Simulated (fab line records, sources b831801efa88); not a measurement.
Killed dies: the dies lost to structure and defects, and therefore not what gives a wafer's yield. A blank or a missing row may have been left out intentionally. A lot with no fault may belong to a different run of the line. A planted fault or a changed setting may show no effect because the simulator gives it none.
What tool caused it? :: flow gf180mcu :: 14 lots, 42 wafers sampled, at 5 steps of a route of 602

WHAT THE GAUGES READ, wafer by wafer
GF_M3_THK_MEAS_06: measures by xrf.
lot: L990
measured: day 20 11:25
on: filmMetro-03
M3_ALCU_THK (nm): 454 452 454

lot: L991
measured: day 20 14:44
on: filmMetro-03
M3_ALCU_THK (nm): 461 453 459

lot: L993
measured: day 21 09:53
on: filmMetro-04
M3_ALCU_THK (nm): 449 455 448

lot: L996
measured: day 22 18:11
on: filmMetro-03
M3_ALCU_THK (nm): 452 447 449

lot: L995
measured: day 22 19:43
on: filmMetro-04
M3_ALCU_THK (nm): 451 456 452

lot: L997
measured: day 23 02:41
on: filmMetro-04
M3_ALCU_THK (nm): 451 449 449

lot: L998
measured: day 23 09:01
on: filmMetro-03
M3_ALCU_THK (nm): 462 462 463

lot: L101
measured: day 24 17:42
on: filmMetro-01
M3_ALCU_THK (nm): 453 450 452

lot: L102
measured: day 24 22:40
on: filmMetro-03
M3_ALCU_THK (nm): 456 456 452

lot: L103
measured: day 25 10:34
on: filmMetro-01
M3_ALCU_THK (nm): 452 458 457

lot: L107
measured: day 26 17:39
on: filmMetro-03
M3_ALCU_THK (nm): 447 445 453

GF_V3_OVL_MEAS_15.
lot: L990
measured: day 22 14:11
on: overlay-01
V3_OVL (nm): 3 1 6

lot: L991
measured: day 22 16:05
on: overlay-02
V3_OVL (nm): 1 5 3

lot: L993
measured: day 23 09:33
on: overlay-01
V3_OVL (nm): 2 2 6

lot: L996
measured: day 24 16:20
on: overlay-02
V3_OVL (nm): 2 4 0

lot: L995
measured: day 24 18:11
on: overlay-01
V3_OVL (nm): 0 8 1

lot: L997
measured: day 25 01:50
on: overlay-02
V3_OVL (nm): 0 3 5

lot: L998
measured: day 25 05:49
on: overlay-02
V3_OVL (nm): 6 1 0

lot: L101
measured: day 26 12:55
on: overlay-02
V3_OVL (nm): -2 4 6

lot: L102
measured: day 26 18:28
on: overlay-02
V3_OVL (nm): -5 3 4

lot: L103
measured: day 27 05:20
on: overlay-01
V3_OVL (nm): 3 -2 4

lot: L107
measured: day 28 11:09
on: overlay-02
V3_OVL (nm): 9 -2 8

WHICH TOOL RAN EACH LOT (tool, then ch and the chambers of the sampled wafers, then the start)
lot: L990
GF_CONTACT_CVD_02: pecvd-04 ch 0,1, day 15 06:02
GF_CONTACT_ETCH_17: rieDiel-04 ch 0,2,3, day 20 10:46 or earlier
GF_V2_CMP_26: cmp-01 ch 0,3, day 20 10:46

lot: L991
GF_CONTACT_CVD_02: pecvd-03 ch 1,2, day 15 08:12
GF_CONTACT_ETCH_17: rieDiel-04 ch 0,2,3, day 20 14:05 or earlier
GF_V2_CMP_26: cmp-01 ch 0,1,2, day 20 14:05

lot: L993
GF_CONTACT_CVD_02: pecvd-02 ch 0,1,2, day 16 03:24
GF_CONTACT_ETCH_17: rieDiel-03 ch 0,3, day 21 09:14 or earlier
GF_V2_CMP_26: cmp-01 ch 2,3, day 21 09:14

lot: L996
GF_CONTACT_CVD_02: pecvd-04 ch 0,1, day 17 09:41
GF_CONTACT_ETCH_17: rieDiel-04 ch 0,3, day 22 17:31 or earlier
GF_V2_CMP_26: cmp-01 ch 0,2, day 22 17:31

lot: L995
GF_CONTACT_CVD_02: pecvd-02 ch 0,1, day 17 10:51
GF_CONTACT_ETCH_17: rieDiel-01 ch 0,3, day 22 19:10 or earlier
GF_V2_CMP_26: cmp-01 ch 0,2,3, day 22 19:10

lot: L997
GF_CONTACT_CVD_02: pecvd-02 ch 0,1,2, day 17 19:06
GF_CONTACT_ETCH_17: rieDiel-03 ch 1,2, day 23 02:08 or earlier
GF_V2_CMP_26: cmp-01 ch 0,1,3, day 23 02:08

lot: L998
GF_CONTACT_CVD_02: pecvd-03 ch 0,2, day 18 02:50
GF_CONTACT_ETCH_17: rieDiel-01 ch 1,2, day 23 08:28 or earlier
GF_V2_CMP_26: cmp-01 ch 1,2,3, day 23 08:28

lot: L101
GF_CONTACT_CVD_02: pecvd-04 ch 1,2, day 19 10:37
GF_CONTACT_ETCH_17: rieDiel-01 ch 1,2,3, day 24 17:04 or earlier
GF_V2_CMP_26: cmp-02 ch 1,2, day 24 17:04

lot: L102
GF_CONTACT_CVD_02: pecvd-03 ch 0,1,2, day 19 17:42
GF_CONTACT_ETCH_17: rieDiel-03 ch 0,2,3, day 24 22:04 or earlier
GF_V2_CMP_26: cmp-02 ch 0,1, day 24 22:04

lot: L103
GF_CONTACT_CVD_02: pecvd-02 ch 1,2, day 20 08:17
GF_CONTACT_ETCH_17: rieDiel-04 ch 1,2, day 25 10:02 or earlier
GF_V2_CMP_26: cmp-01 ch 1,2,3, day 25 10:02

lot: L107
GF_CONTACT_CVD_02: pecvd-02 ch 0,1,2, day 21 16:13
GF_CONTACT_ETCH_17: rieDiel-03 ch 0,1, day 26 17:02 or earlier
GF_V2_CMP_26: cmp-02 ch 0,3, day 26 17:02

lot: L109
GF_CONTACT_CVD_02: pecvd-03 ch 0,1,2, day 22 13:04
GF_CONTACT_ETCH_17: rieDiel-03 ch 0,1,2, day 34 13:36 or earlier
GF_V2_CMP_26: -

lot: L111
GF_CONTACT_CVD_02: pecvd-02 ch 0,1,2, day 22 19:55
GF_CONTACT_ETCH_17: rieDiel-01 ch 0,2,3, day 34 17:14 or earlier
GF_V2_CMP_26: -

lot: L112
GF_CONTACT_CVD_02: pecvd-02 ch 0,1,2, day 23 05:30
GF_CONTACT_ETCH_17: rieDiel-04 ch 0,1,3, day 35 01:24 or earlier
GF_V2_CMP_26: -
- GF_CONTACT_CVD_02: deposits SiO2 from TEOS, target thk 860 nm, time 95.992 s.
- GF_CONTACT_ETCH_17: etches SiO2 in C4F8/O2/Ar, stops on CoSi2, target depth 860 nm.
- GF_V2_CMP_26: polishes, stops on SiO2, t overpolish 15 s, target thk 0 nm.

AS READ BY THE TOOLS THEMSELVES (means over the sampled wafers that have a number; for cases with no such wafer, the mark the record gives instead)
GF_CONTACT_CVD_02.
lot: L990
tool: pecvd-04
heaterPowerOuterW (W): 400
heaterPowerW (W): 695

lot: L991
tool: pecvd-03
heaterPowerOuterW (W): 297
heaterPowerW (W): 575

lot: L993
tool: pecvd-02
heaterPowerOuterW (W): 361
heaterPowerW (W): 610

lot: L996
tool: pecvd-04
heaterPowerOuterW (W): 381
heaterPowerW (W): 683

lot: L995
tool: pecvd-02
heaterPowerOuterW (W): 371
heaterPowerW (W): 608

lot: L997
tool: pecvd-02
heaterPowerOuterW (W): 370
heaterPowerW (W): 629

lot: L998
tool: pecvd-03
heaterPowerOuterW (W): 344
heaterPowerW (W): 614

lot: L101
tool: pecvd-04
heaterPowerOuterW (W): 343
heaterPowerW (W): 618

lot: L102
tool: pecvd-03
heaterPowerOuterW (W): 364
heaterPowerW (W): 631

lot: L103
tool: pecvd-02
heaterPowerOuterW (W): 386
heaterPowerW (W): 653

lot: L107
tool: pecvd-02
heaterPowerOuterW (W): 351
heaterPowerW (W): 608

lot: L109
tool: pecvd-03
heaterPowerOuterW (W): -
heaterPowerW (W): -

lot: L111
tool: pecvd-02
heaterPowerOuterW (W): -
heaterPowerW (W): -

lot: L112
tool: pecvd-02
heaterPowerOuterW (W): -
heaterPowerW (W): -

GF_CONTACT_ETCH_17.
lot: L990
tool: rieDiel-04
oesProductAu (a.u.): 0.812

lot: L991
tool: rieDiel-04
oesProductAu (a.u.): 0.815

lot: L993
tool: rieDiel-03
oesProductAu (a.u.): 0.813

lot: L996
tool: rieDiel-04
oesProductAu (a.u.): 0.812

lot: L995
tool: rieDiel-01
oesProductAu (a.u.): 0.814

lot: L997
tool: rieDiel-03
oesProductAu (a.u.): 0.810

lot: L998
tool: rieDiel-01
oesProductAu (a.u.): 0.819

lot: L101
tool: rieDiel-01
oesProductAu (a.u.): 0.819

lot: L102
tool: rieDiel-03
oesProductAu (a.u.): 0.815

lot: L103
tool: rieDiel-04
oesProductAu (a.u.): 0.817

lot: L107
tool: rieDiel-03
oesProductAu (a.u.): 0.820

lot: L109
tool: rieDiel-03
oesProductAu (a.u.): 0.530

lot: L111
tool: rieDiel-01
oesProductAu (a.u.): 0.528

lot: L112
tool: rieDiel-04
oesProductAu (a.u.): 0.534

GF_V2_CMP_26.
lot: L990
tool: cmp-01
motorCurrentA (A): 10.5
overpolishRunS (s): 15.004
timeToEndpointS (s): 83

lot: L991
tool: cmp-01
motorCurrentA (A): 11.0
overpolishRunS (s): 15.001
timeToEndpointS (s): 85

lot: L993
tool: cmp-01
motorCurrentA (A): 11.3
overpolishRunS (s): 14.990
timeToEndpointS (s): 84

lot: L996
tool: cmp-01
motorCurrentA (A): 10.3
overpolishRunS (s): 15.007
timeToEndpointS (s): 89

lot: L995
tool: cmp-01
motorCurrentA (A): 11.2
overpolishRunS (s): 15.001
timeToEndpointS (s): 86

lot: L997
tool: cmp-01
motorCurrentA (A): 11.1
overpolishRunS (s): 14.993
timeToEndpointS (s): 88

lot: L998
tool: cmp-01
motorCurrentA (A): 11.8
overpolishRunS (s): 14.999
timeToEndpointS (s): 89

lot: L101
tool: cmp-02
motorCurrentA (A): 10.1
overpolishRunS (s): 14.998
timeToEndpointS (s): 89

lot: L102
tool: cmp-02
motorCurrentA (A): 10.3
overpolishRunS (s): 15.003
timeToEndpointS (s): 86

lot: L103
tool: cmp-01
motorCurrentA (A): 11.4
overpolishRunS (s): 15.004
timeToEndpointS (s): 86

lot: L107
tool: cmp-02
motorCurrentA (A): 12.2
overpolishRunS (s): 15.013
timeToEndpointS (s): 84

THE ANSWER, worked out from the rows above alone
Rule: the usual values come from the lots themselves. The widest of any qualifying gaps counts: lots, ordered by their means at a reading, are off when they make up no more than a third of the lots, leave a main group of 4 or more, and stand apart from it by 3 or more times the standard deviation of that group's means. A main group is skipped when, at the precision printed for the reading in the tables above, its means are all equal. Also off: a lot with no number at a reading for which 4 or more lots have one. Any other lot the step has rows for is counted as sound. Order of review: gauges by route order, followed by the tools' own readings, for which a lot's mean as printed above is used. At the first step where some lot is off, the reading lying furthest off is the one used; lots without a number count as furthest.
Off at GF_CONTACT_CVD_02 (heaterPowerOuterW): L109, L111, L112. Without a number there: L109, L111, L112. The main group has a mean of 361 W with a standard deviation of 26.
If a tool, at that step or one of the process steps before it, ran each lot that is off and ran no sound lot following the first of them, it fits. Not one of the candidates tried fits.

WHAT THE SIMULATOR HAD PUT IN
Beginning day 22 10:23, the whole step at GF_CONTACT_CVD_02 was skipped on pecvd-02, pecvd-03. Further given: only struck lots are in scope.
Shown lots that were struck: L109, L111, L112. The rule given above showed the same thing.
